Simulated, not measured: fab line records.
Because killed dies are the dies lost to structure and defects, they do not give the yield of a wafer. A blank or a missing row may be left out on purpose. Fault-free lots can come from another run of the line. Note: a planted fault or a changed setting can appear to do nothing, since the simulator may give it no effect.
Shared-tool check ; flow gf180mcu ; Sample size 14 lots and 42 wafers

== REASON FOR OPENING ==
2 of 14 lots carry a flag on the reading MVSD_TW at GF_MVSD_TW_MEAS_11. Fault-free wafers read 1586, with a standard deviation of 20.
Rule: flag the lot when none of its wafers has a number, or when each of its wafers that has one lies beyond 4 standard deviations from that mean. The other lots count as sound.

lot;measured;on;MVSD_TW, wafer by wafer;flag
L758;day 4 04:02;film-metro-03;1575 1580 1574;
L759;day 4 09:17;film-metro-01;1563 1561 1568;
L760;day 5 08:14;film-metro-04;1617 1622 1618;
L763;day 5 11:20;film-metro-03;1583 1582 1583;
L762;day 5 13:01;film-metro-03;30 30 30;FLAGGED
L764;day 5 17:09;film-metro-01;30 30 30;FLAGGED
L765;day 6 02:47;film-metro-03;1587 1582 1596;
L773;day 8 06:32;film-metro-01;1552 1561 1550;
L775;day 8 14:13;film-metro-01;1561 1553 1557;
L776;day 8 21:21;film-metro-03;1577 1574 1572;
L777;day 9 04:18;film-metro-03;1573 1578 1580;
L778;day 9 11:11;film-metro-03;1587 1579 1580;
L780;day 9 22:48;film-metro-03;1576 1577 1578;
L781;day 10 03:33;film-metro-03;1614 1611 1606;
The mean of the flagged lots' numbers is 30, -1556 from the usual (-78 standard deviations).

== EACH LOT AND THE TOOL IT RAN ON ==
2 process steps preceding the reading are held in the record, out of 602 steps in the route. In each cell: the tool, then ch and the chambers that the sampled wafers went through, then the start.
lot;flag;GF_LVPWELL_STRIP_10;GF_MVSD_STRIP_10
L758;;plasma-asher-02 ch 0,1, day 3 14:23;plasma-asher-03 ch 0,1, day 4 03:56
L759;;plasma-asher-01 ch 0,1, day 3 19:26;plasma-asher-03 ch 0, day 4 09:10
L760;;plasma-asher-01 ch 0,1, day 4 17:32;plasma-asher-01 ch 0,1, day 5 08:07
L763;;plasma-asher-03 ch 0,1, day 4 21:59;plasma-asher-01 ch 0,1, day 5 11:14
L762;FLAGGED;plasma-asher-01 ch 0,1, day 4 22:41;plasma-asher-03 ch 0,1, day 5 12:55
L764;FLAGGED;plasma-asher-01 ch 0,1, day 5 03:36;plasma-asher-03 ch 1, day 5 17:03
L765;;plasma-asher-03 ch 0,1, day 5 11:29;plasma-asher-04 ch 0,1, day 6 02:42
L773;;plasma-asher-03 ch 1, day 7 12:45;plasma-asher-01 ch 1, day 8 06:25
L775;;plasma-asher-02 ch 0,1, day 7 21:40;plasma-asher-04 ch 0,1, day 8 14:06
L776;;plasma-asher-03 ch 0,1, day 8 03:48;plasma-asher-01 ch 0,1, day 8 21:15
L777;;plasma-asher-02 ch 0,1, day 8 11:02;plasma-asher-01 ch 0,1, day 9 04:12
L778;;plasma-asher-01 ch 0,1, day 8 17:10;plasma-asher-01 ch 0, day 9 11:04
L780;;plasma-asher-02 ch 0,1, day 9 04:53;plasma-asher-01 ch 0,1, day 9 22:42
L781;;plasma-asher-01 ch 0,1, day 9 09:14;plasma-asher-03 ch 0,1, day 10 03:27
What the steps here do:
- GF_LVPWELL_STRIP_10: strips in O2/N2.
- GF_MVSD_STRIP_10: strips in O2/N2.
- GF_MVSD_TW_MEAS_11

== FLAGGED AGAINST TOTAL, ONE TOOL AT A TIME (gauges that did the reading follow at the end) ==
step;tool;lots run;flagged;share of the flagged lots;sound lots run after its first flagged lot
GF_LVPWELL_STRIP_10;plasma-asher-01;6;2;all;2 (L778,L781)
GF_LVPWELL_STRIP_10;plasma-asher-02;4;0;none;-
GF_LVPWELL_STRIP_10;plasma-asher-03;4;0;none;-
GF_MVSD_STRIP_10;plasma-asher-01;7;0;none;-
GF_MVSD_STRIP_10;plasma-asher-03;5;2;all;1 (L781)
GF_MVSD_STRIP_10;plasma-asher-04;2;0;none;-
GF_MVSD_TW_MEAS_11;film-metro-01;4;1;some;2 (L773,L775)
GF_MVSD_TW_MEAS_11;film-metro-03;9;1;some;6 (L765,L776,L777,L778,L780,L781)
GF_MVSD_TW_MEAS_11;film-metro-04;1;0;none;-

== WHAT IS ALLOWED BY THE TABLE ==
plasma-asher-01 at GF_LVPWELL_STRIP_10 and plasma-asher-03 at GF_MVSD_STRIP_10 are the 2 rows of the table that ran each flagged lot.
- plasma-asher-01 at GF_LVPWELL_STRIP_10: 2 of its 6 lots flagged. Lots that were sound ran on it after the first flagged one (L778, L781); a persistent fault on the entire tool would not allow that. On the flagged lots its readings are blank where sound lots have values: chamber-pressure-mTorr, drypump-motor-current-A, heater-power-w, o2-flow-sccm and 2 more.
- plasma-asher-03 at GF_MVSD_STRIP_10: 2 of its 5 lots flagged. Lots that were sound ran on it after the first flagged one (L781); a persistent fault on the entire tool would not allow that. Its own readings (strip-time-to-endpoint-s) fall more than 4 standard deviations out on all wafers of the flagged lots.
Every row of the table either missed a flagged lot or ran a sound lot after the first.

== WHAT THE SIMULATOR PUT IN ==
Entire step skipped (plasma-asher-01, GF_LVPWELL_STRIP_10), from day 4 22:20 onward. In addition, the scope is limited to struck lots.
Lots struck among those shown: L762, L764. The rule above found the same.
